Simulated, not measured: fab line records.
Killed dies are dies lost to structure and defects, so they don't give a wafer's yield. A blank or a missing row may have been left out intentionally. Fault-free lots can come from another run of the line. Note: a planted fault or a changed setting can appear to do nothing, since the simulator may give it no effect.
Which tool is to blame? | flow gf180mcu | 13 lots with 39 wafers sampled at 4 steps, on a route of 602 steps

## WHAT THE GAUGES READ, wafer by wafer
GF_M3_OVL_MEAS_15.
lot  | measured     | on         | M3_OVL (nm)
L255 | day 21 06:53 | overlay-02 | -4 -7 -3
L257 | day 22 01:17 | overlay-02 | -8 -6 -9
L260 | day 23 07:38 | overlay-02 | 3 3 0
L261 | day 23 14:08 | overlay-01 | 1 -1 2
L262 | day 24 02:50 | overlay-02 | -4 3 1
L264 | day 24 16:26 | overlay-01 | -2 -2 4
L265 | day 25 04:08 | overlay-02 | 2 -14 -13
L272 | day 27 06:08 | overlay-01 | -8 2 -3
L273 | day 27 15:08 | overlay-01 | -5 -5 -1
L275 | day 28 04:14 | overlay-01 | -5 -1 -6
L276 | day 28 04:26 | overlay-01 | -3 4 0
L277 | day 28 10:35 | overlay-02 | -6 -4 -5
L278 | day 28 20:23 | overlay-01 | 5 3 0

GF_M4_THK_MEAS_06: measures by xrf.
lot  | measured     | on           | M4_ALCU_THK (nm)
L255 | day 22 09:25 | filmMetro-02 | 451 456 457
L257 | day 23 03:38 | filmMetro-02 | 450 453 450
L260 | day 24 09:07 | filmMetro-04 | 449 450 455
L261 | day 24 15:52 | filmMetro-03 | 458 458
L262 | day 25 03:40 | filmMetro-03 | 456 457 463
L264 | day 25 17:12 | filmMetro-03 | 456 456
L265 | day 26 04:38 | filmMetro-04 | 456 454 451
L272 | day 28 05:38 | filmMetro-04 | 460 466 463
L273 | day 28 13:55 | filmMetro-02 | 466 465 463
L275 | day 29 02:38 | filmMetro-04 | 457 453 454
L276 | day 29 02:55 | filmMetro-02 | 450 448 449
L277 | day 29 08:57 | filmMetro-02 | 449 451 453
L278 | day 29 19:07 | filmMetro-03 | 466 459 461

## WHAT TOOL EACH LOT RAN ON (gives the tool, then ch and the chambers of the sampled wafers, and finally the start)
lot  | GF_M3_STRIP_17                      | GF_V3_CMP_26
L255 | plasmaAsher-04 ch 0,1, day 21 07:03 | cmp-02 ch 0,1,2, day 22 08:46
L257 | plasmaAsher-02 ch 0,1, day 22 01:27 | cmp-01 ch 0,1, day 23 03:02
L260 | plasmaAsher-02 ch 0, day 23 07:48   | cmp-02 ch 0,1, day 24 08:28
L261 | plasmaAsher-03 ch 0,1, day 23 14:25 | cmp-02 ch 0,1,2, day 24 15:16
L262 | plasmaAsher-03 ch 0,1, day 24 03:13 | cmp-01 ch 1,2,3, day 25 03:04
L264 | plasmaAsher-02 ch 0,1, day 24 16:38 | cmp-02 ch 1,2,3, day 25 16:41
L265 | plasmaAsher-03 ch 0,1, day 25 04:25 | cmp-01 ch 1,2, day 26 03:59
L272 | plasmaAsher-02 ch 0,1, day 27 06:19 | cmp-01 ch 0,3, day 28 04:59
L273 | plasmaAsher-03 ch 0,1, day 27 15:18 | cmp-02 ch 0,3, day 28 13:16
L275 | plasmaAsher-04 ch 0,1, day 28 04:24 | cmp-02 ch 0,1,3, day 29 01:59
L276 | plasmaAsher-04 ch 0,1, day 28 04:43 | cmp-02 ch 0,1,2, day 29 02:20
L277 | plasmaAsher-03 ch 1, day 28 10:52   | cmp-02 ch 1,2,3, day 29 08:22
L278 | plasmaAsher-02 ch 1, day 28 20:32   | cmp-01 ch 2,3, day 29 18:31
- GF_M3_STRIP_17: strips in O2/N2.
- GF_V3_CMP_26: polishes, stops on SiO2, t overpolish 15 s, target thk 0 nm.

## AS READ BY THE TOOLS THEMSELVES (means over the sampled wafers that have a number; for cases with no such wafer, the mark the record gives instead)
GF_M3_STRIP_17.
lot  | tool           | drypumpMotorCurrentA (A) | heaterPowerW (W) | oesProductAu (a.u.) | platenTempC (C) | stripTimeToEndpointS (s)
L255 | plasmaAsher-04 | 5.26                     | 322              | 0.537               | 249.98          | 7.40
L257 | plasmaAsher-02 | 5.37                     | 334              | 0.540               | 250.02          | 7.36
L260 | plasmaAsher-02 | 5.64                     | 308              | 0.534               | 249.79          | 7.36
L261 | plasmaAsher-03 | 5.68                     | 336              | 0.538               | 250.01          | 7.39
L262 | plasmaAsher-03 | 5.70                     | 335              | 0.534               | 250.04          | 7.32
L264 | plasmaAsher-02 | 5.50                     | 320              | 0.538               | 249.86          | 7.38
L265 | plasmaAsher-03 | 5.83                     | 353              | 0.537               | 249.75          | 7.36
L272 | plasmaAsher-02 | 5.39                     | 338              | 0.539               | 250.13          | 7.36
L273 | plasmaAsher-03 | 5.82                     | 354              | 0.538               | 250.03          | 7.35
L275 | plasmaAsher-04 | 5.26                     | 315              | 0.535               | 249.86          | 7.36
L276 | plasmaAsher-04 | 5.30                     | 317              | 0.538               | 249.93          | 7.35
L277 | plasmaAsher-03 | 5.96                     | 379              | 0.539               | 249.88          | 7.37
L278 | plasmaAsher-02 | 5.26                     | 353              | 0.539               | 249.93          | 7.38

GF_V3_CMP_26.
lot  | tool   | motorCurrentA (A) | overpolishRunS (s) | timeToEndpointS (s)
L255 | cmp-02 | 11.2              | 14.998             | 79
L257 | cmp-01 | 11.1              | 14.998             | 81
L260 | cmp-02 | 11.1              | 14.997             | 82
L261 | cmp-02 | 11.0              | 10.021             | 98
L262 | cmp-01 | 10.9              | 14.994             | 75
L264 | cmp-02 | 10.9              | 10.014             | 100
L265 | cmp-01 | 11.1              | 15.000             | 81
L272 | cmp-01 | 11.6              | 14.995             | 82
L273 | cmp-02 | 11.3              | 15.005             | 83
L275 | cmp-02 | 11.1              | 14.996             | 85
L276 | cmp-02 | 11.4              | 14.997             | 83
L277 | cmp-02 | 10.5              | 14.995             | 86
L278 | cmp-01 | 11.1              | 15.010             | 83

## THE ANSWER, worked out from the rows above alone
Rule: the lots themselves supply what counts as usual. The widest of any qualifying gaps counts: lots, ordered by their means at a reading, are off when they make up no more than a third of the lots, leave a main group of 4 or more, and stand apart from it by 3 or more times the standard deviation of that group's means. A main group is skipped when, at the precision printed for the reading in the tables above, its means are all equal. Also off: a lot with no number at a reading for which 4 or more lots have one. All remaining lots with rows at the step are treated as sound. After the gauges, taken in route order, come the tools' own readings; for these a lot's mean is taken, as printed above. At the first step where some lot is off, the reading lying furthest off is the one used; lots without a number count as furthest.
Off: L261, L264, at GF_V3_CMP_26 (overpolishRunS). For the main group the mean is 14.999 s and the standard deviation 0.0046.
If a tool, at that step or one of the process steps before it, ran each lot that is off and ran no sound lot following the first of them, it fits. Of those tried, none fits.

## WHAT WAS PUT IN BY THE SIMULATOR
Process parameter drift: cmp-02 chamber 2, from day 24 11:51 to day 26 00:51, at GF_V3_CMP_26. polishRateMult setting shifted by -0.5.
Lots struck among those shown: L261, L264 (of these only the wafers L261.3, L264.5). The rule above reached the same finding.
